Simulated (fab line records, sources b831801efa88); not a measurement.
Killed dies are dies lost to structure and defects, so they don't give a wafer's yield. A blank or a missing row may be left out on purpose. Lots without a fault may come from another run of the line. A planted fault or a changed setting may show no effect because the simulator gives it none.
A struck lot beside a sound one | flow sfq_line | 15 steps out of a route of 325
Sound: wafers L708.1, L708.4, L708.6. Struck: wafers L704.2, L704.5. The cause comes at the end.
At each step with rows: each side's tool, then ch and its chambers, then its first start. Under that, the readings that differ: sound wafers | struck wafers | difference of the means | sigmas: that difference in standard deviations of wafers without a fault.
alike: readings whose means differ by less than 2 such deviations, and words and numbers that are the same on both sides. not compared: withheld readings, readings that some wafer has no value for, bounds like >300 that may hide the same value, and numbers for which the record gives no deviation and whose values overlap.
The two part at a step that has a row with sigmas, a row that says differs or no value, or rows on one side only. Numbers that don't overlap but have no deviation are shown without sigmas and don't part them. A reading that every wafer of one side lacks parts them only if that side has two wafers or more.

first, 1 step without rows for these wafers: SFQ_TRILAYER_M2_STRIP_SOLV_CLEAN_062 (cleans in NMP, time 600 s).
SFQ_TRILAYER_I2_DEP_PECVD_063: deposits SiO2 from SiH4/N2O, time 111.11 s, target thk 500 nm.
  sound on pecvd-03 ch 0,1, day 32 06:08; struck on pecvd-04 ch 1, day 32 01:20
  alike: chamber_pressure_Torr, heater_power_w, throttle_valve_pct
  not compared: since_wet_clean_h
SFQ_TRILAYER_I2_CMP_CMP_064: polishes SiO2.
  sound on cmp-01 ch 0,1,2, day 32 12:25; struck on cmp-01 ch 2,3, day 32 02:55
  alike: motor_current_A, time_to_endpoint_s
SFQ_I2_BOW_MEAS_917:
  sound on film_metro-02, day 32 14:25; struck on film_metro-01, day 32 04:26
  alike: I2_BOW
SFQ_TRILAYER_I2_METRO_MEASURE_065:
  sound on film_metro-02, day 32 14:32; struck on film_metro-01, day 32 04:44
  alike: thk_nm
then, 6 steps without rows for these wafers: SFQ_TRILAYER_I2_VIA_LITHO_COAT_072 (resist thk 62 nm); SFQ_TRILAYER_I2_VIA_LITHO_COAT_067 (resist thk 650 nm); SFQ_TRILAYER_I2_VIA_LITHO_SOFTBAKE_071; SFQ_TRILAYER_I2_VIA_LITHO_EXPOSE_068 (exposes mask I2, target cd 500 nm); SFQ_TRILAYER_I2_VIA_LITHO_PEB_070 (peb time 60 s); SFQ_TRILAYER_I2_VIA_LITHO_DEVELOP_069 (time 60 s).
-- the record jumps here: 7 days lie between the struck wafers' starts before and after --
SFQ_I2_OVL_MEAS_918:
  sound on overlay-01, day 39 01:51; struck on overlay-01, day 38 19:51
  alike: I2_OVL
SFQ_TRILAYER_I2_VIA_BARC_OPEN_VIA_ETCH_096: etches BARC in O2, target depth 125 nm, time 41.7 s.
  sound on rie_diel-02 ch 0,2,3, day 39 01:53; struck on rie_diel-01 ch 1,2, day 38 19:53
  reading                                                 | sound             | struck      | difference | sigmas
  oes_product_au (a.u.)                                   | 0.687 0.686 0.687 | 0.636 0.637 | -0.050     | -11
  run_length_s (s)                                        | 69.4 69.0 70.1    | 78.6 78.1   | +8.8       | +17
  model.KrF_of_TRILAYER_I2_VIA_LITHO_COAT_067.thk_nm (nm) | 575 574.3 572.9   | 562.7 565.4 | -10.0      |
  alike: drypump_motor_current_A
  not compared: rf_hours_counter_h
SFQ_TRILAYER_I2_VIA_ETCH_VIA_ETCH_070: etches SiO2 in CHF3, stops on Nb, target depth 260 nm.
  sound on rie_diel-02 ch 0,2,3, day 39 01:55; struck on rie_diel-01 ch 1,2, day 38 19:55
  reading                                                 | sound             | struck    | difference | sigmas
  model.KrF_of_TRILAYER_I2_VIA_LITHO_COAT_067.thk_nm (nm) | 530.6 529.3 527.7 | 516.7 521 | -10.4      |
  alike: drypump_motor_current_A, oes_product_au
SFQ_TRILAYER_I2_VIA_STRIP_STRIP_071: strips in O2.
  sound on rie_metal-02 ch 0,1, day 39 02:02; struck on rie_metal-03 ch 0,1, day 38 20:02
  alike: drypump_motor_current_A, oes_product_au
  not compared: rf_hours_counter_h

WHERE THEY PART
Only at SFQ_TRILAYER_I2_VIA_BARC_OPEN_VIA_ETCH_096, within this record. Later steps at which nothing parts them and some readings are alike: SFQ_TRILAYER_I2_VIA_ETCH_VIA_ETCH_070, SFQ_TRILAYER_I2_VIA_STRIP_STRIP_071.

WHY: what the simulator had put in
Process parameter drift: rie_diel-01, from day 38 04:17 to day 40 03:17, at SFQ_TRILAYER_I2_VIA_BARC_OPEN_VIA_ETCH_096. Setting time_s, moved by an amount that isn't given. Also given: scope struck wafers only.
